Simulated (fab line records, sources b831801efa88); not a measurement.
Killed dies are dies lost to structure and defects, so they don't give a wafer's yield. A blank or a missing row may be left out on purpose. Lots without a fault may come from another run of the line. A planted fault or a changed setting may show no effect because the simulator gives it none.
Split-lot experiment | flow sfq_line | 5 lots, 16 wafers read, on a route of 325 steps

THE SPLIT
At SFQ_TRILAYER_M2_LITHO_COAT_057 (resist thk 600 nm), the setting spin_rpm was moved away from the recipe's 3000 rpm on 7 of the 16 wafers read, by -7.2% to -3.5%. The other wafers ran this setting at the recipe's value.

FROM THE SPLIT TO THE READING: what the file shows between them, 1 step
- SFQ_TRILAYER_M2_BARC_OPEN_METAL_ETCH_077: etches BARC in O2, target depth 125 nm, time 41.7 s (also split here: bias_w)

THE READING
KrF_of_TRILAYER_M2_LITHO_COAT_057.thk_nm (the simulator's own value, which no gauge read), in nm, at SFQ_TRILAYER_M2_ETCH_METAL_ETCH_060 (etches Nb in Cl2/Ar, stops on SiO2, target depth 240 nm, time 120 s). The file gives no usual value for it. The 9 wafers here that ran the recipe average 379.8 nm, standard deviation 2.9 nm.

wafer  | tool, chamber at the split | spin_rpm as run, rpm | against the recipe | KrF_of_TRILAYER_M2_LITHO_COAT_057.thk_nm, nm | against lot-mates on the recipe
L077.2 | litho_track-03, 0          | 2895                 | -3.5%              | 392.8                                        | +11.3
L077.3 | litho_track-03, 0          | 3000                 | recipe             | 381.5                                        | -
L077.4 | litho_track-03, 0          | 2895                 | -3.5%              | 388.7                                        | +7.2
L079.1 | litho_track-04, 0          | 2785                 | -7.2%              | 409.4                                        | no lot-mate on the recipe
L079.5 | litho_track-04, 0          | 2785                 | -7.2%              | 410.1                                        | no lot-mate on the recipe
L080.1 | litho_track-03, 0          | 3000                 | recipe             | 379.9                                        | -
L080.2 | litho_track-03, 0          | 2832                 | -5.6%              | 394.4                                        | +15.8
L080.3 | litho_track-03, 0          | 2832                 | -5.6%              | 396.7                                        | +18.1
L080.4 | litho_track-03, 0          | 3000                 | recipe             | 378.8                                        | -
L080.6 | litho_track-03, 0          | 3000                 | recipe             | 377.2                                        | -
L081.4 | litho_track-02, 0          | 3000                 | recipe             | 383.9                                        | -
L081.5 | litho_track-02, 0          | 2783                 | -7.2%              | 407                                          | +22.6
L081.6 | litho_track-02, 0          | 3000                 | recipe             | 384.8                                        | -
L083.2 | litho_track-02, 0          | 3000                 | recipe             | 376.4                                        | -
L083.4 | litho_track-02, 0          | 3000                 | recipe             | 376.2                                        | -
L083.5 | litho_track-02, 0          | 3000                 | recipe             | 379.5                                        | -

THE FIT
A straight line over all 16 wafers: KrF_of_TRILAYER_M2_LITHO_COAT_057.thk_nm changes by -3.69 nm for each +1% of spin_rpm; r = -0.96; the points scatter about the line by 3.5 nm.
The same after taking each lot's own level away (the mean of its wafers on the recipe; 14 wafers): -3.02 nm for each +1%; r = -0.99; scatter 1.5 nm.
On that fit, the largest move of spin_rpm shifts the reading by 22 nm.
The lots' own levels span 377.37 to 384.35 nm, that is 2.4 times the standard deviation above.
So the lot-to-lot level changes the slope: the two fits differ.
Check: with one of the wafers moved furthest among these (-7.2%) left out of the fit, the line predicts +21.1 nm for it against its lot-mates. It came out at +22.6 nm against them.

OTHER SPLITS ON THESE WAFERS
These wafers also went through other splits before the reading. Each is held against what the fit with the lots' levels taken away leaves over:
other split on the same wafers                    | wafers away from the commonest value | r with KrF_of_TRILAYER_M2_LITHO_COAT_057.thk_nm (lot level and that fit taken away)
SFQ_TRILAYER_M1_LITHO_COAT_039 resist_thk_nm      | 5                                    | -0.21
SFQ_TRILAYER_M1_ETCH_METAL_ETCH_042 icp_w         | 5                                    | -0.09
SFQ_TRILAYER_I1_CMP_CMP_046 leave_above_ref_nm    | 4                                    | -0.54
SFQ_TRILAYER_I1_VIA_BARC_OPEN_VIA_ETCH_071 time_s | 7                                    | -0.11
SFQ_TRILAYER_M2_DEP_SPUTTER_055 time_s            | 2                                    | +0.00
SFQ_TRILAYER_M2_BARC_OPEN_METAL_ETCH_077 bias_w   | 6                                    | -0.22

THE WHOLE CHAIN: every reading that the file lists as answering this split, in the file's order
step                                | what it does                                                        | reading                                                                                   | change (the file's fit)              | r (the file's)
SFQ_TRILAYER_M2_LITHO_COAT_057      | resist thk 600 nm                                                   | KrF_of_TRILAYER_M2_LITHO_COAT_057.thk_nm (the simulator's own value, which no gauge read) | -3.11 nm for each +1% of the setting | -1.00
SFQ_TRILAYER_M2_ETCH_METAL_ETCH_060 | etches Nb in Cl2/Ar, stops on SiO2, target depth 240 nm, time 120 s | KrF_of_TRILAYER_M2_LITHO_COAT_057.thk_nm (the simulator's own value, which no gauge read) | -3.03 nm for each +1% of the setting | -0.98

THE FILE'S OWN FIT
KrF_of_TRILAYER_M2_LITHO_COAT_057.thk_nm changes by -3.03 nm for each +1% of spin_rpm, r = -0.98.
